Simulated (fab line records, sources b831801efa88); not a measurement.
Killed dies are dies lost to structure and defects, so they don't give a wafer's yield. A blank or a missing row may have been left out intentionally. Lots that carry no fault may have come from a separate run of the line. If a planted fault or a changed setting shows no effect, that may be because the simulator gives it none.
Chamber matching | flow gf180mcu | GF_CONTACT_CVD_02 on pecvd-02: 3 sister chambers
The step deposits SiO2 from TEOS, target thk 860 nm, time 95.992 s. 14 wafers are shown with their chamber, then 7 later ones without.

## EACH WAFER AND ITS CHAMBER
wafer  | chamber | heater_power_w (W) | susceptor_temp_C (C)
L226.1 | 0       | 623                | 400.24
L226.4 | 0       | 526                | 400.50
L226.5 | 2       | 701                | 399.72
L227.1 | 0       | 634                | 399.78
L227.3 | 1       | 693                | 399.77
L227.4 | 2       | 675                | 400.13
L230.1 | 0       | 666                | 399.99
L230.4 | 2       | 733                | 400.20
L230.5 | 0       | 549                | 400.14
L237.1 | 2       | 687                | 400.18
L237.2 | 0       | 651                | 400.11
L237.6 | 1       | 729                | 400.19
L238.1 | 2       | 734                | 399.93
L238.2 | 1       | 678                | 399.84

SIGNATURES (means of the wafers above)
reading          | chamber 0 | chamber 1 | chamber 2 | scatter within a chamber
heater_power_w   | 608.17    | 700.00    | 706.00    | 43.2
susceptor_temp_C | 400.1267  | 399.9333  | 400.0320  | 0.226
Rule: distance of a wafer from a chamber = root of the sum over the readings of ((wafer's reading minus chamber's mean) / reading's scatter) squared. If the next closest chamber is less than 2 further off than the closest, the wafer can't be placed; otherwise it belongs to the closest. The scatter: take each reading less its chamber's mean, square it, sum over the shown wafers, divide by the number of wafers less the number of chambers, and take the root.

## WAFERS MISSING THEIR CHAMBER
wafer  | heater_power_w (W) | susceptor_temp_C (C)
L238.4 | 590                | 400.35
L241.2 | 597                | 400.07
L241.3 | 651                | 399.51
L241.5 | 626                | 400.02
L247.3 | 752                | 399.88
L247.4 | 722                | 399.91
L247.5 | 592                | 399.87

## CHAMBER TAKEN BY EACH
wafer  | from the rows above          | in truth
L238.4 | can't be placed: 0 or 2      | 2
L241.2 | 0                            | 0
L241.3 | can't be placed: 1 or 2 or 0 | 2
L241.5 | can't be placed: 0 or 1 or 2 | 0
L247.3 | can't be placed: 1 or 2      | 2
L247.4 | can't be placed: 1 or 2      | 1
L247.5 | can't be placed: 0 or 1 or 2 | 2
Correctly placed: 1 of 7. Can't be placed from these rows: 6 (the true chamber is among the candidates in 6). Number placed wrongly: 0.
